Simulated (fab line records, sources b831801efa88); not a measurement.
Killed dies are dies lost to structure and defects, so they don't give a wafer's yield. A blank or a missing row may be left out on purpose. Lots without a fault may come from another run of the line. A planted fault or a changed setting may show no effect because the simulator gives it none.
Which tool did it? | flow sky130 | 14 lots, 42 wafers sampled, at 6 steps of a route of 708

WHAT THE GAUGES READ, wafer by wafer
SKY_POLY_GATE_THK_MEAS_04. Usual: POLY_GATE_CVD_03_THK 74.7 nm, standard deviation 0.76.
lot  | measured     | on            | POLY_GATE_CVD_03_THK (nm) | flag
L578 | day 13 18:26 | film_metro-03 | 74.9 75.0 75.4            |
L580 | day 15 20:11 | film_metro-02 | 75.3 74.9 74.6            |
L582 | day 17 00:13 | film_metro-02 | 75.8 75.7 74.5            |
L585 | day 18 06:51 | film_metro-04 | 74.3 74.6 74.8            |
L588 | day 19 09:38 | film_metro-02 | 74.5 74.6 75.3            |
L589 | day 19 16:47 | film_metro-02 | 73.6 73.7 73.2            |
L590 | day 22 01:27 | film_metro-03 | 74.8 74.4 74.3            |
L593 | day 22 01:28 | film_metro-04 | 72.8 74.4 73.8            |
L592 | day 22 01:31 | film_metro-02 | 73.6 74.1 74.2            |
L595 | day 22 01:31 | film_metro-04 | 74.3 73.7 74.3            |
L596 | day 22 03:52 | film_metro-03 | 75.7 75.3 75.6            |
L598 | day 23 05:59 | film_metro-03 | 74.2 74.5 74.7            |
L600 | day 24 02:34 | film_metro-03 | 74.2 74.0 74.5            |
L599 | day 24 02:34 | film_metro-02 | 75.2 75.3 74.5            |

SKY_LDD_LDN_OVL_MEAS_07. Usual: LDD_LDN_OVL 0.9 nm, standard deviation 1.5.
lot  | measured     | on         | LDD_LDN_OVL (nm) | flag
L578 | day 21 04:01 | overlay-01 | -0.2 0.3 -0.2    |
L580 | day 23 18:51 | overlay-02 | -1.7 0.0 0.4     |
L582 | day 24 19:07 | overlay-02 | -0.2 -1.0 0.7    |
L585 | day 26 02:59 | overlay-02 | 0.4 -2.5 -1.1    |
L588 | day 27 04:28 | overlay-02 | 2.2 2.9 2.3      |
L589 | day 27 11:37 | overlay-01 | 1.3 0.0 0.1      |
L590 | day 29 16:57 | overlay-01 | -0.3 1.7 0.2     |
L593 | day 29 16:22 | overlay-01 | -1.2 -2.6 -1.2   |
L592 | day 29 17:15 | overlay-01 | -0.3 0.4 -0.9    |
L595 | day 29 17:55 | overlay-02 | 2.5 1.9 1.2      |
L596 | day 29 20:38 | overlay-02 | 1.6 1.7 2.2      |
L598 | day 30 17:19 | overlay-01 | 1.0 2.3 2.4      |
L600 | day 31 14:16 | overlay-01 | 1.1 2.1 1.2      |
L599 | day 31 12:22 | overlay-01 | -0.4 0.7 0.5     |

SKY_LDD_LDN_TW_MEAS_13. Usual: LDD_LDN_TW 1475, standard deviation 9.1.
lot  | measured     | on            | LDD_LDN_TW     | flag
L578 | day 21 04:46 | film_metro-04 | 1487 1479 1481 |
L580 | day 23 19:37 | film_metro-04 | 1482 1485 1473 |
L582 | day 24 20:04 | film_metro-01 | 1466 1457 1462 |
L585 | day 26 03:43 | film_metro-04 | 1491 1495 1482 |
L588 | day 27 05:12 | film_metro-04 | 30 30 30       | OFF
L589 | day 27 12:21 | film_metro-03 | 30 30 30       | OFF
L590 | day 29 17:41 | film_metro-03 | 1477 1477 1466 |
L593 | day 29 17:07 | film_metro-04 | 1477 1481 1483 |
L592 | day 29 17:59 | film_metro-01 | 1461 1464 1464 |
L595 | day 29 18:39 | film_metro-04 | 1482 1490 1483 |
L596 | day 29 21:22 | film_metro-03 | 1464 1472 1464 |
L598 | day 30 18:04 | film_metro-03 | 1474 1479 1478 |
L600 | day 31 15:00 | film_metro-04 | 1479 1490 1485 |
L599 | day 31 13:06 | film_metro-03 | 1481 1477 1476 |

WHICH TOOL RAN EACH LOT (tool, then ch and the chambers of the sampled wafers, then the start)
lot  | SKY_POLY_GATE_ETCH_16              | SKY_LDD_HVP_STRIP_09                 | SKY_LDD_LDN_STRIP_12
L578 | rie_diel-02 ch 0,2, day 14 21:37   | plasma_asher-01 ch 0,1, day 19 21:35 | plasma_asher-02 ch 0,1, day 21 04:40
L580 | rie_diel-04 ch 0,2, day 17 00:40   | plasma_asher-01 ch 0,1, day 22 11:52 | plasma_asher-03 ch 1, day 23 19:31
L582 | rie_diel-02 ch 0,1,3, day 18 03:55 | plasma_asher-03 ch 0,1, day 23 12:46 | plasma_asher-03 ch 0,1, day 24 19:57
L585 | rie_diel-04 ch 0,1,3, day 19 14:04 | plasma_asher-01 ch 0,1, day 24 21:53 | plasma_asher-02 ch 0,1, day 26 03:37
L588 | rie_diel-04 ch 0,1,2, day 20 17:25 | plasma_asher-04 ch 0, day 25 22:55   | plasma_asher-04 ch 0,1, day 27 05:06
L589 | rie_diel-04 ch 0,1,3, day 20 23:55 | plasma_asher-04 ch 0,1, day 26 06:34 | plasma_asher-02 ch 0,1, day 27 12:15
L590 | rie_diel-04 ch 0,1,2, day 23 09:17 | plasma_asher-01 ch 0,1, day 28 11:26 | plasma_asher-02 ch 1, day 29 17:35
L593 | rie_diel-01 ch 0,1,3, day 23 09:14 | plasma_asher-04 ch 0,1, day 28 10:53 | plasma_asher-04 ch 0,1, day 29 17:01
L592 | rie_diel-02 ch 0,1, day 23 09:35   | plasma_asher-03 ch 0,1, day 28 13:01 | plasma_asher-03 ch 0,1, day 29 17:53
L595 | rie_diel-01 ch 1,3, day 23 09:59   | plasma_asher-03 ch 0,1, day 28 13:47 | plasma_asher-04 ch 0,1, day 29 18:32
L596 | rie_diel-02 ch 0,2, day 23 11:26   | plasma_asher-04 ch 0,1, day 28 15:19 | plasma_asher-02 ch 0,1, day 29 21:16
L598 | rie_diel-04 ch 1,2,3, day 24 12:55 | plasma_asher-03 ch 0,1, day 29 13:13 | plasma_asher-04 ch 0,1, day 30 17:58
L600 | rie_diel-02 ch 1,2,3, day 25 08:41 | plasma_asher-04 ch 0,1, day 30 10:17 | plasma_asher-03 ch 0,1, day 31 14:54
L599 | rie_diel-04 ch 0,1,3, day 25 08:47 | plasma_asher-04 ch 0,1, day 30 08:49 | plasma_asher-03 ch 0,1, day 31 12:59
- SKY_POLY_GATE_ETCH_16: etches Si3N4 in CH3F/O2, stops on poly-Si, time 147.5 s, target depth 75 nm.
- SKY_LDD_HVP_STRIP_09: strips in O2/N2.
- SKY_LDD_LDN_STRIP_12: strips in O2/N2.

WHAT THE TOOLS THEMSELVES READ (means of the sampled wafers that have a number; where no wafer has one, the mark that the record gives instead)
SKY_POLY_GATE_ETCH_16. Usual: drypump_motor_current_A 5.8 A, standard deviation 0.47; oes_product_au 0.640 a.u., standard deviation 0.005; throttle_valve_pct 10.535 %, standard deviation 0.0088.
lot  | tool        | drypump_motor_current_A (A) | oes_product_au (a.u.) | throttle_valve_pct (%) | flag
L578 | rie_diel-02 | 5.3                         | 0.641                 | 10.535                 |
L580 | rie_diel-04 | 5.9                         | 0.636                 | 10.527                 |
L582 | rie_diel-02 | 5.7                         | 0.637                 | 10.536                 |
L585 | rie_diel-04 | 6.0                         | 0.640                 | 10.522                 |
L588 | rie_diel-04 | 5.8                         | 0.639                 | 10.531                 |
L589 | rie_diel-04 | 6.0                         | 0.634                 | 10.534                 |
L590 | rie_diel-04 | 5.8                         | 0.643                 | 10.538                 |
L593 | rie_diel-01 | 5.6                         | 0.635                 | 10.537                 |
L592 | rie_diel-02 | 5.8                         | 0.638                 | 10.535                 |
L595 | rie_diel-01 | 5.4                         | 0.640                 | 10.538                 |
L596 | rie_diel-02 | 5.4                         | 0.644                 | 10.532                 |
L598 | rie_diel-04 | 6.0                         | 0.635                 | 10.533                 |
L600 | rie_diel-02 | 5.9                         | 0.635                 | 10.530                 |
L599 | rie_diel-04 | 6.0                         | 0.642                 | 10.538                 |

SKY_LDD_HVP_STRIP_09. Usual: chamber_pressure_mTorr 1500.0 mTorr, standard deviation 1.3; drypump_motor_current_A 5.6 A, standard deviation 0.43; oes_product_au 0.409 a.u., standard deviation 0.0047; strip_time_to_endpoint_s 4.134 s, standard deviation 0.015.
lot  | tool            | chamber_pressure_mTorr (mTorr) | drypump_motor_current_A (A) | oes_product_au (a.u.) | strip_time_to_endpoint_s (s) | flag
L578 | plasma_asher-01 | 1500.3                         | 5.7                         | 0.408                 | 4.134                        |
L580 | plasma_asher-01 | 1500.7                         | 5.6                         | 0.409                 | 4.131                        |
L582 | plasma_asher-03 | 1500.1                         | 5.6                         | 0.408                 | 4.136                        |
L585 | plasma_asher-01 | 1499.9                         | 5.7                         | 0.409                 | 4.137                        |
L588 | plasma_asher-04 | -                              | -                           | -                     | -                            | OFF
L589 | plasma_asher-04 | -                              | -                           | -                     | -                            | OFF
L590 | plasma_asher-01 | 1498.9                         | 5.7                         | 0.410                 | 4.131                        |
L593 | plasma_asher-04 | 1500.9                         | 5.9                         | 0.408                 | 4.129                        |
L592 | plasma_asher-03 | 1500.1                         | 5.4                         | 0.408                 | 4.122                        |
L595 | plasma_asher-03 | 1499.2                         | 5.5                         | 0.406                 | 4.113                        |
L596 | plasma_asher-04 | 1499.7                         | 5.9                         | 0.409                 | 4.143                        |
L598 | plasma_asher-03 | 1500.5                         | 5.5                         | 0.408                 | 4.142                        |
L600 | plasma_asher-04 | 1498.7                         | 5.5                         | 0.413                 | 4.136                        |
L599 | plasma_asher-04 | 1500.4                         | 5.4                         | 0.406                 | 4.139                        |

SKY_LDD_LDN_STRIP_12. Usual: chamber_pressure_mTorr 1500.0 mTorr, standard deviation 1.4; drypump_motor_current_A 5.8 A, standard deviation 0.51; oes_product_au 0.716 a.u., standard deviation 0.0042; strip_time_to_endpoint_s 14.20 s, standard deviation 0.036.
lot  | tool            | chamber_pressure_mTorr (mTorr) | drypump_motor_current_A (A) | oes_product_au (a.u.) | strip_time_to_endpoint_s (s) | flag
L578 | plasma_asher-02 | 1499.4                         | 6.4                         | 0.719                 | 14.15                        |
L580 | plasma_asher-03 | 1500.7                         | 5.3                         | 0.716                 | 14.21                        |
L582 | plasma_asher-03 | 1499.0                         | 5.5                         | 0.712                 | 14.20                        |
L585 | plasma_asher-02 | 1499.0                         | 6.3                         | 0.722                 | 14.21                        |
L588 | plasma_asher-04 | 1501.3                         | 5.9                         | 0.713                 | 18.76                        | OFF
L589 | plasma_asher-02 | 1500.8                         | 6.3                         | 0.718                 | 18.81                        | OFF
L590 | plasma_asher-02 | 1500.8                         | 6.3                         | 0.716                 | 14.24                        |
L593 | plasma_asher-04 | 1499.4                         | 5.9                         | 0.715                 | 14.18                        |
L592 | plasma_asher-03 | 1499.9                         | 5.4                         | 0.718                 | 14.24                        |
L595 | plasma_asher-04 | 1498.9                         | 5.9                         | 0.715                 | 14.24                        |
L596 | plasma_asher-02 | 1501.2                         | 6.3                         | 0.719                 | 14.25                        |
L598 | plasma_asher-04 | 1499.6                         | 5.5                         | 0.716                 | 14.22                        |
L600 | plasma_asher-03 | 1500.7                         | 5.6                         | 0.716                 | 14.15                        |
L599 | plasma_asher-03 | 1500.8                         | 5.6                         | 0.717                 | 14.21                        |

THE ANSWER, worked out from the rows above alone
Rule: a lot is off if the mean of its wafers that have a number lies more than 3 standard deviations from the usual mean. A lot without any number at a reading at which 4 lots or more have one is off too. The other lots that the step has rows for count as sound. The gauges are gone through in route order, then the tools' own readings, and for those a lot's mean is taken as printed above. The first step at which some lot is off is used, and at that step the reading that is off furthest; a lot without a number counts as furthest.
Off: L588, L589, at SKY_LDD_LDN_TW_MEAS_13 (LDD_LDN_TW).
A tool fits if, at a process step before that reading, it ran every lot that is off, and no sound lot after the first of them. The gauges at SKY_LDD_LDN_TW_MEAS_13 aren't tried: what is off there is off at SKY_LDD_HVP_STRIP_09 too, on other tools, and a gauge's error can't cause that. None of those tried fits.

WHAT THE SIMULATOR HAD PUT IN
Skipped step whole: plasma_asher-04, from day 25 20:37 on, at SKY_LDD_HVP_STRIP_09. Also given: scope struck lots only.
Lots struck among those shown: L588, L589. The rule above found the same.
